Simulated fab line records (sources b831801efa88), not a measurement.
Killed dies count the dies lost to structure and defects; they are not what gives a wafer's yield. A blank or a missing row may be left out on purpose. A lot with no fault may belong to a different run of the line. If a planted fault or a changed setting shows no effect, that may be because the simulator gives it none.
Which tool did it? || flow gf180mcu || 45 wafers from 15 lots sampled at 5 of the route's 602 steps

## WHAT THE GAUGES READ, wafer by wafer
The record lacks any reading of a measuring or inspecting step that a usual standard deviation could be used to judge.

## WHICH TOOL RAN EACH LOT (tool, then ch and the chambers of the sampled wafers, then the start)
{"lot": "L387", "GF_M1_SPUTTER_00": "pvd-sputter-02, day 16 07:16", "GF_M1_SPUTTER_01": "pvd-sputter-02, day 16 07:22", "GF_V1_CMP_04": "cmp-01 ch 0,2,3, day 17 06:24", "GF_V1_ETCH_16": "rie-diel-03 ch 1,2,3, day 18 04:58", "GF_V1_ETCH_17": "rie-diel-03 ch 1,2,3, no start"}
{"lot": "L388", "GF_M1_SPUTTER_00": "pvd-sputter-01, day 16 16:41", "GF_M1_SPUTTER_01": "pvd-sputter-01, day 16 16:47", "GF_V1_CMP_04": "cmp-01 ch 1,3, day 17 16:53", "GF_V1_ETCH_16": "rie-diel-01 ch 1,2,3, day 18 15:50", "GF_V1_ETCH_17": "rie-diel-01 ch 1,2,3, no start"}
{"lot": "L390", "GF_M1_SPUTTER_00": "pvd-sputter-02, day 17 10:28", "GF_M1_SPUTTER_01": "pvd-sputter-02, day 17 10:34", "GF_V1_CMP_04": "cmp-01 ch 0,1,3, day 18 10:32", "GF_V1_ETCH_16": "rie-diel-01 ch 0,3, day 19 10:52", "GF_V1_ETCH_17": "rie-diel-01 ch 0,3, no start"}
{"lot": "L392", "GF_M1_SPUTTER_00": "pvd-sputter-01, day 18 08:50", "GF_M1_SPUTTER_01": "pvd-sputter-01, day 18 08:56", "GF_V1_CMP_04": "cmp-01 ch 1,2,3, day 19 09:51", "GF_V1_ETCH_16": "rie-diel-02 ch 1,2, day 20 10:19", "GF_V1_ETCH_17": "rie-diel-02 ch 1,2, no start"}
{"lot": "L393", "GF_M1_SPUTTER_00": "pvd-sputter-01, day 18 11:35", "GF_M1_SPUTTER_01": "pvd-sputter-01, day 18 11:41", "GF_V1_CMP_04": "cmp-02 ch 0,1,2, day 19 12:59", "GF_V1_ETCH_16": "rie-diel-01 ch 1,2,3, day 20 13:34", "GF_V1_ETCH_17": "rie-diel-01 ch 1,2,3, no start"}
{"lot": "L394", "GF_M1_SPUTTER_00": "pvd-sputter-02, day 18 20:50", "GF_M1_SPUTTER_01": "pvd-sputter-02, day 18 20:56", "GF_V1_CMP_04": "cmp-02 ch 0,1,2, day 19 22:41", "GF_V1_ETCH_16": "rie-diel-03 ch 1,2,3, day 20 23:25", "GF_V1_ETCH_17": "rie-diel-03 ch 1,2,3, no start"}
{"lot": "L395", "GF_M1_SPUTTER_00": "pvd-sputter-02, day 19 04:11", "GF_M1_SPUTTER_01": "pvd-sputter-02, day 19 04:17", "GF_V1_CMP_04": "cmp-02 ch 1,2, day 20 06:11", "GF_V1_ETCH_16": "rie-diel-02 ch 2,3, day 21 05:56", "GF_V1_ETCH_17": "rie-diel-02 ch 2,3, no start"}
{"lot": "L396", "GF_M1_SPUTTER_00": "pvd-sputter-01, day 19 15:49", "GF_M1_SPUTTER_01": "pvd-sputter-01, day 19 15:55", "GF_V1_CMP_04": "cmp-02 ch 1,2, day 20 17:56", "GF_V1_ETCH_16": "rie-diel-01 ch 2,3, day 21 17:49", "GF_V1_ETCH_17": "rie-diel-01 ch 2,3, no start"}
{"lot": "L397", "GF_M1_SPUTTER_00": "pvd-sputter-02, day 20 03:13", "GF_M1_SPUTTER_01": "pvd-sputter-02, day 20 03:19", "GF_V1_CMP_04": "cmp-01 ch 1,2,3, day 21 04:39", "GF_V1_ETCH_16": "rie-diel-02 ch 0,2,3, day 22 04:47", "GF_V1_ETCH_17": "rie-diel-02 ch 0,2,3, no start"}
{"lot": "L398", "GF_M1_SPUTTER_00": "pvd-sputter-02, day 20 06:49", "GF_M1_SPUTTER_01": "pvd-sputter-02, day 20 06:55", "GF_V1_CMP_04": "cmp-02 ch 0,3, day 21 08:13", "GF_V1_ETCH_16": "rie-diel-03 ch 1,3, day 22 08:20", "GF_V1_ETCH_17": "rie-diel-03 ch 1,3, no start"}
{"lot": "L400", "GF_M1_SPUTTER_00": "pvd-sputter-04, day 21 10:35", "GF_M1_SPUTTER_01": "pvd-sputter-04, day 21 10:41", "GF_V1_CMP_04": "cmp-02 ch 0,3, day 22 10:56", "GF_V1_ETCH_16": "rie-diel-01 ch 0,2,3, day 23 10:22", "GF_V1_ETCH_17": "rie-diel-01 ch 0,2,3, no start"}
{"lot": "L402", "GF_M1_SPUTTER_00": "pvd-sputter-01, day 22 04:07", "GF_M1_SPUTTER_01": "pvd-sputter-01, day 22 04:13", "GF_V1_CMP_04": "cmp-01 ch 0,1,2, day 23 04:22", "GF_V1_ETCH_16": "rie-diel-01 ch 0,1, day 24 02:58", "GF_V1_ETCH_17": "rie-diel-01 ch 0,1, no start"}
{"lot": "L406", "GF_M1_SPUTTER_00": "pvd-sputter-02, day 23 08:10", "GF_M1_SPUTTER_01": "pvd-sputter-02, day 23 08:16", "GF_V1_CMP_04": "cmp-02 ch 0,2,3, day 24 07:36", "GF_V1_ETCH_16": "rie-diel-03 ch 0,1,2, day 25 05:50", "GF_V1_ETCH_17": "rie-diel-03 ch 0,1,2, no start"}
{"lot": "L407", "GF_M1_SPUTTER_00": "pvd-sputter-02, day 23 13:41", "GF_M1_SPUTTER_01": "pvd-sputter-02, day 23 13:47", "GF_V1_CMP_04": "cmp-02 ch 0,1,2, day 24 13:35", "GF_V1_ETCH_16": "rie-diel-02 ch 0,2,3, day 25 11:23", "GF_V1_ETCH_17": "rie-diel-02 ch 0,2,3, no start"}
{"lot": "L409", "GF_M1_SPUTTER_00": "pvd-sputter-01, day 24 14:01", "GF_M1_SPUTTER_01": "pvd-sputter-01, day 24 14:07", "GF_V1_CMP_04": "cmp-02 ch 0,3, day 25 12:44", "GF_V1_ETCH_16": "rie-diel-01 ch 0,2,3, day 26 10:16", "GF_V1_ETCH_17": "rie-diel-01 ch 0,2,3, no start"}
- GF_M1_SPUTTER_00: material Ti, target thk 37.5 nm, time 150 s.
- GF_M1_SPUTTER_01: material TiN, target thk 30 nm, time 25 s.
- GF_V1_CMP_04: polishes SiO2.
- GF_V1_ETCH_16: etches BARC in N2/H2.
- GF_V1_ETCH_17: etches SiO2 in C4F8/O2/Ar, stops on TiN, target depth 630 nm.

## AS READ BY THE TOOLS THEMSELVES (means over the sampled wafers that have a number; for cases with no such wafer, the mark the record gives instead)
GF_M1_SPUTTER_00. Usual: throttle-valve-pct reads 29.9 % (standard deviation 0.86).
{"lot": "L387", "tool": "pvd-sputter-02", "throttle-valve-pct (%)": 30.0, "flag": ""}
{"lot": "L388", "tool": "pvd-sputter-01", "throttle-valve-pct (%)": 30.5, "flag": ""}
{"lot": "L390", "tool": "pvd-sputter-02", "throttle-valve-pct (%)": 30.2, "flag": ""}
{"lot": "L392", "tool": "pvd-sputter-01", "throttle-valve-pct (%)": 29.8, "flag": ""}
{"lot": "L393", "tool": "pvd-sputter-01", "throttle-valve-pct (%)": 29.9, "flag": ""}
{"lot": "L394", "tool": "pvd-sputter-02", "throttle-valve-pct (%)": 30.3, "flag": ""}
{"lot": "L395", "tool": "pvd-sputter-02", "throttle-valve-pct (%)": 29.6, "flag": ""}
{"lot": "L396", "tool": "pvd-sputter-01", "throttle-valve-pct (%)": 30.4, "flag": ""}
{"lot": "L397", "tool": "pvd-sputter-02", "throttle-valve-pct (%)": 30.3, "flag": ""}
{"lot": "L398", "tool": "pvd-sputter-02", "throttle-valve-pct (%)": 30.1, "flag": ""}
{"lot": "L400", "tool": "pvd-sputter-04", "throttle-valve-pct (%)": 29.3, "flag": ""}
{"lot": "L402", "tool": "pvd-sputter-01", "throttle-valve-pct (%)": 30.5, "flag": ""}
{"lot": "L406", "tool": "pvd-sputter-02", "throttle-valve-pct (%)": 30.0, "flag": ""}
{"lot": "L407", "tool": "pvd-sputter-02", "throttle-valve-pct (%)": 30.0, "flag": ""}
{"lot": "L409", "tool": "pvd-sputter-01", "throttle-valve-pct (%)": 29.9, "flag": ""}

GF_M1_SPUTTER_01. Usual: throttle-valve-pct reads 29.9 % (standard deviation 0.86).
{"lot": "L387", "tool": "pvd-sputter-02", "throttle-valve-pct (%)": 30.0, "flag": ""}
{"lot": "L388", "tool": "pvd-sputter-01", "throttle-valve-pct (%)": 30.5, "flag": ""}
{"lot": "L390", "tool": "pvd-sputter-02", "throttle-valve-pct (%)": 30.5, "flag": ""}
{"lot": "L392", "tool": "pvd-sputter-01", "throttle-valve-pct (%)": 30.0, "flag": ""}
{"lot": "L393", "tool": "pvd-sputter-01", "throttle-valve-pct (%)": 29.9, "flag": ""}
{"lot": "L394", "tool": "pvd-sputter-02", "throttle-valve-pct (%)": 30.3, "flag": ""}
{"lot": "L395", "tool": "pvd-sputter-02", "throttle-valve-pct (%)": 29.5, "flag": ""}
{"lot": "L396", "tool": "pvd-sputter-01", "throttle-valve-pct (%)": 30.5, "flag": ""}
{"lot": "L397", "tool": "pvd-sputter-02", "throttle-valve-pct (%)": 30.4, "flag": ""}
{"lot": "L398", "tool": "pvd-sputter-02", "throttle-valve-pct (%)": 30.0, "flag": ""}
{"lot": "L400", "tool": "pvd-sputter-04", "throttle-valve-pct (%)": 29.4, "flag": ""}
{"lot": "L402", "tool": "pvd-sputter-01", "throttle-valve-pct (%)": 30.5, "flag": ""}
{"lot": "L406", "tool": "pvd-sputter-02", "throttle-valve-pct (%)": 30.1, "flag": ""}
{"lot": "L407", "tool": "pvd-sputter-02", "throttle-valve-pct (%)": 29.8, "flag": ""}
{"lot": "L409", "tool": "pvd-sputter-01", "throttle-valve-pct (%)": 30.1, "flag": ""}

GF_V1_CMP_04. Usual: edge-zone-pressure-frac 1.000, standard deviation 0.0049; head-pressure-psi 4.000 psi, standard deviation 0.0089; motor-current-A 11.6 A, standard deviation 1.4; time-to-endpoint-s 81 s, standard deviation 4.3.
{"lot": "L387", "tool": "cmp-01", "edge-zone-pressure-frac": 1.000, "head-pressure-psi (psi)": 3.998, "motor-current-A (A)": 11.3, "time-to-endpoint-s (s)": 80, "flag": ""}
{"lot": "L388", "tool": "cmp-01", "edge-zone-pressure-frac": 0.996, "head-pressure-psi (psi)": 4.004, "motor-current-A (A)": 10.9, "time-to-endpoint-s (s)": 83, "flag": ""}
{"lot": "L390", "tool": "cmp-01", "edge-zone-pressure-frac": 0.995, "head-pressure-psi (psi)": 4.001, "motor-current-A (A)": 12.0, "time-to-endpoint-s (s)": 79, "flag": ""}
{"lot": "L392", "tool": "cmp-01", "edge-zone-pressure-frac": 1.003, "head-pressure-psi (psi)": 3.996, "motor-current-A (A)": 10.9, "time-to-endpoint-s (s)": 80, "flag": ""}
{"lot": "L393", "tool": "cmp-02", "edge-zone-pressure-frac": 0.999, "head-pressure-psi (psi)": 4.001, "motor-current-A (A)": 12.5, "time-to-endpoint-s (s)": 79, "flag": ""}
{"lot": "L394", "tool": "cmp-02", "edge-zone-pressure-frac": 0.999, "head-pressure-psi (psi)": 4.003, "motor-current-A (A)": 12.0, "time-to-endpoint-s (s)": 76, "flag": ""}
{"lot": "L395", "tool": "cmp-02", "edge-zone-pressure-frac": 1.008, "head-pressure-psi (psi)": 3.998, "motor-current-A (A)": 12.0, "time-to-endpoint-s (s)": 80, "flag": ""}
{"lot": "L396", "tool": "cmp-02", "edge-zone-pressure-frac": "-", "head-pressure-psi (psi)": "-", "motor-current-A (A)": "-", "time-to-endpoint-s (s)": "-", "flag": "OFF"}
{"lot": "L397", "tool": "cmp-01", "edge-zone-pressure-frac": "-", "head-pressure-psi (psi)": "-", "motor-current-A (A)": "-", "time-to-endpoint-s (s)": "-", "flag": "OFF"}
{"lot": "L398", "tool": "cmp-02", "edge-zone-pressure-frac": "-", "head-pressure-psi (psi)": "-", "motor-current-A (A)": "-", "time-to-endpoint-s (s)": "-", "flag": "OFF"}
{"lot": "L400", "tool": "cmp-02", "edge-zone-pressure-frac": 1.000, "head-pressure-psi (psi)": 3.997, "motor-current-A (A)": 11.6, "time-to-endpoint-s (s)": 79, "flag": ""}
{"lot": "L402", "tool": "cmp-01", "edge-zone-pressure-frac": 1.003, "head-pressure-psi (psi)": 4.001, "motor-current-A (A)": 11.8, "time-to-endpoint-s (s)": 81, "flag": ""}
{"lot": "L406", "tool": "cmp-02", "edge-zone-pressure-frac": 0.996, "head-pressure-psi (psi)": 3.983, "motor-current-A (A)": 12.0, "time-to-endpoint-s (s)": 80, "flag": ""}
{"lot": "L407", "tool": "cmp-02", "edge-zone-pressure-frac": 1.004, "head-pressure-psi (psi)": 4.007, "motor-current-A (A)": 12.1, "time-to-endpoint-s (s)": 83, "flag": ""}
{"lot": "L409", "tool": "cmp-02", "edge-zone-pressure-frac": 1.000, "head-pressure-psi (psi)": 3.997, "motor-current-A (A)": 12.2, "time-to-endpoint-s (s)": 83, "flag": ""}

GF_V1_ETCH_16. Usual: drypump-motor-current-A 5.8 A, standard deviation 0.51; oes-product-au 0.855 a.u., standard deviation 0.0046; throttle-valve-pct 13.225 %, standard deviation 0.0088.
{"lot": "L387", "tool": "rie-diel-03", "drypump-motor-current-A (A)": 5.7, "oes-product-au (a.u.)": 0.852, "throttle-valve-pct (%)": 13.226, "flag": ""}
{"lot": "L388", "tool": "rie-diel-01", "drypump-motor-current-A (A)": 5.6, "oes-product-au (a.u.)": 0.856, "throttle-valve-pct (%)": 13.224, "flag": ""}
{"lot": "L390", "tool": "rie-diel-01", "drypump-motor-current-A (A)": 5.5, "oes-product-au (a.u.)": 0.859, "throttle-valve-pct (%)": 13.230, "flag": ""}
{"lot": "L392", "tool": "rie-diel-02", "drypump-motor-current-A (A)": 6.5, "oes-product-au (a.u.)": 0.861, "throttle-valve-pct (%)": 13.225, "flag": ""}
{"lot": "L393", "tool": "rie-diel-01", "drypump-motor-current-A (A)": 5.6, "oes-product-au (a.u.)": 0.852, "throttle-valve-pct (%)": 13.233, "flag": ""}
{"lot": "L394", "tool": "rie-diel-03", "drypump-motor-current-A (A)": 5.7, "oes-product-au (a.u.)": 0.854, "throttle-valve-pct (%)": 13.226, "flag": ""}
{"lot": "L395", "tool": "rie-diel-02", "drypump-motor-current-A (A)": 6.2, "oes-product-au (a.u.)": 0.853, "throttle-valve-pct (%)": 13.235, "flag": ""}
{"lot": "L396", "tool": "rie-diel-01", "drypump-motor-current-A (A)": 5.3, "oes-product-au (a.u.)": 0.853, "throttle-valve-pct (%)": 13.234, "flag": ""}
{"lot": "L397", "tool": "rie-diel-02", "drypump-motor-current-A (A)": 5.9, "oes-product-au (a.u.)": 0.854, "throttle-valve-pct (%)": 13.213, "flag": ""}
{"lot": "L398", "tool": "rie-diel-03", "drypump-motor-current-A (A)": 6.1, "oes-product-au (a.u.)": 0.856, "throttle-valve-pct (%)": 13.229, "flag": ""}
{"lot": "L400", "tool": "rie-diel-01", "drypump-motor-current-A (A)": 5.5, "oes-product-au (a.u.)": 0.863, "throttle-valve-pct (%)": 13.225, "flag": ""}
{"lot": "L402", "tool": "rie-diel-01", "drypump-motor-current-A (A)": 6.2, "oes-product-au (a.u.)": 0.856, "throttle-valve-pct (%)": 13.224, "flag": ""}
{"lot": "L406", "tool": "rie-diel-03", "drypump-motor-current-A (A)": 5.5, "oes-product-au (a.u.)": 0.851, "throttle-valve-pct (%)": 13.226, "flag": ""}
{"lot": "L407", "tool": "rie-diel-02", "drypump-motor-current-A (A)": 5.9, "oes-product-au (a.u.)": 0.856, "throttle-valve-pct (%)": 13.229, "flag": ""}
{"lot": "L409", "tool": "rie-diel-01", "drypump-motor-current-A (A)": 5.5, "oes-product-au (a.u.)": 0.856, "throttle-valve-pct (%)": 13.220, "flag": ""}

GF_V1_ETCH_17. Usual: oes-product-au reads 0.856 a.u. (standard deviation 0.0046).
{"lot": "L387", "tool": "rie-diel-03", "oes-product-au (a.u.)": 0.854, "flag": ""}
{"lot": "L388", "tool": "rie-diel-01", "oes-product-au (a.u.)": 0.858, "flag": ""}
{"lot": "L390", "tool": "rie-diel-01", "oes-product-au (a.u.)": 0.856, "flag": ""}
{"lot": "L392", "tool": "rie-diel-02", "oes-product-au (a.u.)": 0.858, "flag": ""}
{"lot": "L393", "tool": "rie-diel-01", "oes-product-au (a.u.)": 0.854, "flag": ""}
{"lot": "L394", "tool": "rie-diel-03", "oes-product-au (a.u.)": 0.855, "flag": ""}
{"lot": "L395", "tool": "rie-diel-02", "oes-product-au (a.u.)": 0.858, "flag": ""}
{"lot": "L396", "tool": "rie-diel-01", "oes-product-au (a.u.)": 1.639, "flag": "OFF"}
{"lot": "L397", "tool": "rie-diel-02", "oes-product-au (a.u.)": 1.625, "flag": "OFF"}
{"lot": "L398", "tool": "rie-diel-03", "oes-product-au (a.u.)": 1.628, "flag": "OFF"}
{"lot": "L400", "tool": "rie-diel-01", "oes-product-au (a.u.)": 0.852, "flag": ""}
{"lot": "L402", "tool": "rie-diel-01", "oes-product-au (a.u.)": 0.861, "flag": ""}
{"lot": "L406", "tool": "rie-diel-03", "oes-product-au (a.u.)": 0.851, "flag": ""}
{"lot": "L407", "tool": "rie-diel-02", "oes-product-au (a.u.)": 0.857, "flag": ""}
{"lot": "L409", "tool": "rie-diel-01", "oes-product-au (a.u.)": 0.858, "flag": ""}

## THE ANSWER, worked out from the rows above alone
Rule: a lot is off if the mean of its wafers that have a number lies more than 3 standard deviations from the usual mean. Also off: a lot with no number at a reading for which 4 or more lots have one. Any other lot the step has rows for is counted as sound. First the gauges in route order, then the tools' own readings, where a lot's mean is used as printed above. The first step at which some lot is off is used, and at that step the reading that is off furthest; a lot without a number counts as furthest.
Off, at GF_V1_CMP_04 on edge-zone-pressure-frac: L396, L397, L398. Without a number there: L396, L397, L398.
If a tool, at that step or one of the process steps before it, ran each lot that is off and ran no sound lot following the first of them, it fits. Of those tried, none fits.

## WHAT WAS PUT IN BY THE SIMULATOR
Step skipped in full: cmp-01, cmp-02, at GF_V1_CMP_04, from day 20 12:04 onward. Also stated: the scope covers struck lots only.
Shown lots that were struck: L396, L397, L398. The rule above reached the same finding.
